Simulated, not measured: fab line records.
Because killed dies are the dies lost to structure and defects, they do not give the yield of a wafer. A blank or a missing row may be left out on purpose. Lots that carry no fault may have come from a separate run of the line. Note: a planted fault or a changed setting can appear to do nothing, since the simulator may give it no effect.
Commonality check across tools ; flow sky130 ; Lots sampled 12, wafers sampled 36

REASON FOR OPENING
Of 12 lots, 3 have the reading LDD_LDN_TW flagged at SKY_LDD_LDN_TW_MEAS_13. Wafers without a fault read 1482, standard deviation 9.4.
Rule: flag the lot when none of its wafers has a number, or when each of its wafers that has one lies beyond 4 standard deviations from that mean. All remaining lots are regarded as sound.

lot;measured;on;LDD_LDN_TW, wafer by wafer;flag
L849;day 24 10:36;film-metro-01;1485 1474 1481;
L850;day 24 21:01;film-metro-01;1577 1577 1585;FLAGGED
L851;day 25 05:45;film-metro-02;1489 1489 1495;
L852;day 25 15:48;film-metro-02;1486 1487 1491;
L853;day 26 02:48;film-metro-01;1483 1483 1485;
L856;day 27 04:32;film-metro-03;1563 1565 1563;FLAGGED
L858;day 28 00:19;film-metro-02;1590 1579 1582;FLAGGED
L862;day 28 20:30;film-metro-02;1489 1488 1481;
L864;day 29 22:48;film-metro-02;1478 1482 1486;
L865;day 30 03:52;film-metro-01;1484 1483 1492;
L866;day 30 14:34;film-metro-02;1490 1493 1494;
L867;day 30 17:10;film-metro-01;1475 1483 1483;
The numbers of the flagged lots are 1576 on average: +94 against the usual, or +10 standard deviations.

LOT BY LOT: THE TOOL USED
3 process steps preceding the reading are held in the record, out of 708 steps in the route. Each cell gives the tool, then ch followed by the chambers the sampled wafers passed through, then the start.
lot;flag;SKY_LDD_HVP_STRIP_09;SKY_LDD_LDN_IMPLANT_08;SKY_LDD_LDN_STRIP_12
L849;;plasma-asher-02 ch 0,1, day 23 04:15;implanter-04 ch 0, day 24 09:54;plasma-asher-02 ch 0,1, day 24 10:30
L850;FLAGGED;plasma-asher-03 ch 0,1, day 23 14:36;implanter-03 ch 0, day 24 20:00;plasma-asher-01 ch 0,1, day 24 20:55
L851;;plasma-asher-03 ch 0,1, day 24 00:03;implanter-04 ch 0, day 25 05:03;plasma-asher-02 ch 0,1, day 25 05:39
L852;;plasma-asher-03 ch 0,1, day 24 10:21;implanter-02 ch 0, day 25 15:06;plasma-asher-02 ch 0,1, day 25 15:42
L853;;plasma-asher-02 ch 0,1, day 24 21:21;implanter-02 ch 0, day 26 02:06;plasma-asher-03 ch 0,1, day 26 02:42
L856;FLAGGED;plasma-asher-04 ch 0,1, day 25 22:30;implanter-04 ch 0, day 27 03:31;plasma-asher-03 ch 0,1, day 27 04:25
L858;FLAGGED;plasma-asher-02 ch 0, day 26 18:00;implanter-03 ch 0, day 27 23:18;plasma-asher-03 ch 1, day 28 00:13
L862;;plasma-asher-04 ch 0,1, day 27 15:33;implanter-03 ch 0, day 28 19:48;plasma-asher-01 ch 0,1, day 28 20:24
L864;;plasma-asher-04 ch 0,1, day 28 17:52;implanter-02 ch 0, day 29 22:06;plasma-asher-01 ch 0,1, day 29 22:42
L865;;plasma-asher-04 ch 0,1, day 28 22:53;implanter-02 ch 0, day 30 03:12;plasma-asher-03 ch 0,1, day 30 03:47
L866;;plasma-asher-03 ch 0,1, day 29 09:50;implanter-04 ch 0, day 30 13:54;plasma-asher-02 ch 0,1, day 30 14:29
L867;;plasma-asher-02 ch 0,1, day 29 13:06;implanter-04 ch 0, day 30 16:29;plasma-asher-02 ch 0,1, day 30 17:03
What these steps do:
- SKY_LDD_HVP_STRIP_09: strips in O2/N2.
- SKY_LDD_LDN_IMPLANT_08
- SKY_LDD_LDN_STRIP_12: strips in O2/N2.
- SKY_LDD_LDN_TW_MEAS_13

FLAGGED OVER TOTAL, TOOL BY TOOL (the gauges that took the reading come last)
step;tool;lots run;flagged;share of the flagged lots;sound lots run after its first flagged lot
SKY_LDD_HVP_STRIP_09;plasma-asher-02;4;1;some;1 (L867)
SKY_LDD_HVP_STRIP_09;plasma-asher-03;4;1;some;3 (L851,L852,L866)
SKY_LDD_HVP_STRIP_09;plasma-asher-04;4;1;some;3 (L862,L864,L865)
SKY_LDD_LDN_IMPLANT_08;implanter-02;4;0;none;-
SKY_LDD_LDN_IMPLANT_08;implanter-03;3;2;some;1 (L862)
SKY_LDD_LDN_IMPLANT_08;implanter-04;5;1;some;2 (L866,L867)
SKY_LDD_LDN_STRIP_12;plasma-asher-01;3;1;some;2 (L862,L864)
SKY_LDD_LDN_STRIP_12;plasma-asher-02;5;0;none;-
SKY_LDD_LDN_STRIP_12;plasma-asher-03;4;2;some;1 (L865)
SKY_LDD_LDN_TW_MEAS_13;film-metro-01;5;1;some;3 (L853,L865,L867)
SKY_LDD_LDN_TW_MEAS_13;film-metro-02;6;1;some;3 (L862,L864,L866)
SKY_LDD_LDN_TW_MEAS_13;film-metro-03;1;1;some;0

THE TABLE: WHAT IT ALLOWS
No row of the table ran every flagged lot.

WHAT WAS PUT IN BY THE SIMULATOR
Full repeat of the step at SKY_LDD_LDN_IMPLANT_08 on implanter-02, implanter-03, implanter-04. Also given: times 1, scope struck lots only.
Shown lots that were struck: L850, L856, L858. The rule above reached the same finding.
